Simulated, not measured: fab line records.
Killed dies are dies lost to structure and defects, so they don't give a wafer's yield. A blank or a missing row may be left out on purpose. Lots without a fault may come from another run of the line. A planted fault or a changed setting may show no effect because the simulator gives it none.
Comparing a struck lot with a sound one | flow sky130 | 14 steps out of a route of 708
Sound: the wafers L708.2, L708.4, L708.5. The struck wafers were L699.1, L699.2, L699.6. Last of all comes the cause.
Each step with rows lists, per side, the tool, then ch with its chambers, then its first start. Under that, the readings that differ: sound wafers | struck wafers | difference of the means | sigmas: that difference in standard deviations of wafers without a fault.
alike: readings whose means differ by less than 2 such deviations, and words and numbers that are the same on both sides. not compared: withheld readings, readings that some wafer has no value for, bounds like >300 that may hide the same value, and numbers for which the record gives no deviation and whose values overlap.
A row with sigmas, a row that says differs or no value, or rows on one side alone: a step with any of these is where the two part. When numbers do not overlap yet have no deviation, they are printed without sigmas and do not part them. A reading missing from all wafers of one side parts the sides only when that side holds two or more wafers.

SKY_CAP2M_METAL_ETCH_13: etches TiN in Cl2/BCl3, stops on SiO2, target depth 220 nm, time 62.9 s.
  sound on rie metal-03 ch 0,1, day 45 11:44; struck on rie metal-01 ch 0,1, day 42 15:47
  alike: drypump motor current A, oes product au, throttle valve pct
  not compared: rf hours counter h
SKY_CAP2M_STRIP_14: strips in O2/N2.
  sound on plasma asher-01 ch 0, day 45 11:49; struck on plasma asher-03 ch 0,1, day 42 15:52
  alike: drypump motor current A, oes product au, strip time to endpoint s
  not compared: rf hours counter h
then, 10 steps without rows for these wafers: SKY_CAP2M_STRIP_15 (strips in post etch residue remover, time 1200 s); SKY_CAP2M_CLEAN_16 (cleans in IPA, time 180 s); SKY_CAP2M_CLEAN_17 (cleans in O3/DIW); SKY_METAL4_DEHYDRATE_05 (time 60 s); SKY_METAL4_HMDS_06 (prime time 60 s); SKY_METAL4_COAT_07 (resist thk 60 nm); SKY_METAL4_COAT_08 (resist thk 1140 nm); SKY_METAL4_SOFTBAKE_09 (time 90 s); SKY_METAL4_EXPOSE_10 (exposes mask MM4, target cd 300 nm); SKY_METAL4_PEB_11.
SKY_METAL4_DEVELOP_12: develop time 60 s.
  sound on litho track-01 ch 0, day 46 09:00; struck on litho track-02, day 43 15:00
  no value came back on the struck wafers for chill plate temp C (C), develop time s (s), exhaust pa (Pa); on the sound wafers chill plate temp C (C) reads 22.93 22.99 22.74
  reading                                       | sound          | struck         | difference | sigmas
  model.KrF-thick_of_METAL4_COAT_08.thk nm (nm) | 1123 1121 1124 | 1134 1140 1140 | +15        |
SKY_METAL4_CD_MEAS_13: target cd 300 nm.
  sound on cd sem-01, day 46 09:49; struck on cd sem-01, day 43 15:47
  reading    | sound             | struck | difference                    | sigmas
  cd nm (nm) | 300.6 300.5 300.7 | - - -  | no value on the struck wafers |

== WHERE THEY PART ==
At SKY_METAL4_DEVELOP_12 first; at SKY_METAL4_CD_MEAS_13 last (within this record only).

WHY: what the simulator had put in
Beginning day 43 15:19, the whole step at SKY_METAL4_DEVELOP_12 was skipped on litho track-02. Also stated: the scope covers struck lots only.
